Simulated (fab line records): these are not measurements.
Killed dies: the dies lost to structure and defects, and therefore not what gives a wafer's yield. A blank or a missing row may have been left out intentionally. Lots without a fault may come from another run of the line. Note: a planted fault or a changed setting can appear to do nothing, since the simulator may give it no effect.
Struck lot and sound lot, side by side / flow sky130 / 17 steps out of a route of 708
Sound: the wafers L359.1, L359.2, L359.4. Wafers struck: L361.1, L361.3, L361.5. At the end, the cause is stated.
At each step with rows: each side's tool, then ch and its chambers, then its first start. Under that, the readings that differ: sound wafers / struck wafers / difference of the means / sigmas: that difference in standard deviations of wafers without a fault.
alike: readings whose means differ by less than 2 such deviations, and words and numbers that are the same on both sides. not compared: withheld readings, readings that some wafer has no value for, bounds like >300 that may hide the same value, and numbers for which the record gives no deviation and whose values overlap.
A row with sigmas, a row that says differs or no value, or rows on one side alone: a step with any of these is where the two part. When numbers do not overlap yet have no deviation, they are printed without sigmas and do not part them. A reading missing from all wafers of one side parts the sides only when that side holds two or more wafers.

SKY_LI_CONTACT_CMP_02: polishes PSG.
  sound on cmp-02 ch 1,2,3, day 27 21:26; struck on cmp-01 ch 0,1, day 28 20:01
  alike: motor-current-A, time-to-endpoint-s
SKY_LI_CONTACT_BOW_MEAS_03:
  struck on film-metro-02, day 28 20:19; sound on film-metro-02, day 27 21:44
  alike: LI_CONTACT_BOW
then, 8 steps without rows for these wafers: SKY_LI_CONTACT_DEHYDRATE_04 (time 60 s); SKY_LI_CONTACT_HMDS_05 (prime time 60 s); SKY_LI_CONTACT_COAT_06 (resist thk 60 nm); SKY_LI_CONTACT_COAT_07 (resist thk 450 nm); SKY_LI_CONTACT_SOFTBAKE_08 (time 90 s); SKY_LI_CONTACT_EXPOSE_09 (exposes mask LICM1, target cd 170 nm); SKY_LI_CONTACT_PEB_10; SKY_LI_CONTACT_DEVELOP_11 (develop time 60 s).
SKY_LI_CONTACT_CD_MEAS_12: the cd target is 170 nm.
  struck on cd-sem-01, day 29 22:38; sound on cd-sem-02, day 29 01:02
  alike: cd-nm
SKY_LI_CONTACT_OVL_MEAS_13:
  struck on overlay-02, day 29 22:46; sound on overlay-01, day 29 01:10
  alike: LI_CONTACT_OVL
SKY_LI_CONTACT_ETCH_14: etches BARC in N2/H2, stops on SiO2, time 45.9 s, target depth 60 nm.
  sound on rie-diel-01 ch 0,2,3, day 29 01:12; struck on rie-diel-01 ch 0,3, day 29 22:48
reading=model.KrF-thick_of_LI_CONTACT_COAT_07.thk-nm (nm); sound=389.2 391.7 390.8; struck=401.7 404 402.2; difference=+12.1; sigmas=
  alike: chamber-pressure-mTorr, drypump-motor-current-A, oes-product-au, throttle-valve-pct
  not compared: rf-hours-counter-h
SKY_LI_CONTACT_ETCH_15: etches PSG in C4F8/O2/Ar, stops on Si, target depth 600 nm.
  sound on rie-diel-01 ch 0,2,3, day 29 01:14; struck on rie-diel-01 ch 0,3, day 29 22:50
reading=model.KrF-thick_of_LI_CONTACT_COAT_07.thk-nm (nm); sound=225.5 230.9 227.8; struck=237.2 240.9 238.3; difference=+10.7; sigmas=
  alike: chamber-pressure-mTorr, oes-product-au
SKY_LI_CONTACT_STRIP_16: strips in O2/N2.
  sound on plasma-asher-01 ch 0,1, day 29 01:20; struck on plasma-asher-01 ch 0, day 29 22:56
reading=strip-time-to-endpoint-s (s); sound=3.43 3.49 3.45; struck=3.55 3.61 3.57; difference=+0.12; sigmas=+3
  alike: chamber-pressure-mTorr, drypump-motor-current-A, oes-product-au
  not compared: rf-hours-counter-h
then, 1 step without rows for these wafers: SKY_LI_CONTACT_CLEAN_17 (cleans in NMP, time 600 s).
-- here the record skips 16 days between the struck wafers' starts before and after, leaving off in module LI_CONTACT and picking up in module PAD_OPEN (first step shown: number 708 of the route) --
SKY_PAD_OPEN_PROBE_99:
  only the struck wafers here have rows in the record (prober-02, day 46 04:41); the sound ones have none

== WHERE THEY PART ==
First at SKY_LI_CONTACT_STRIP_16; last, within this record, at SKY_PAD_OPEN_PROBE_99.

WHY: what the simulator had put in
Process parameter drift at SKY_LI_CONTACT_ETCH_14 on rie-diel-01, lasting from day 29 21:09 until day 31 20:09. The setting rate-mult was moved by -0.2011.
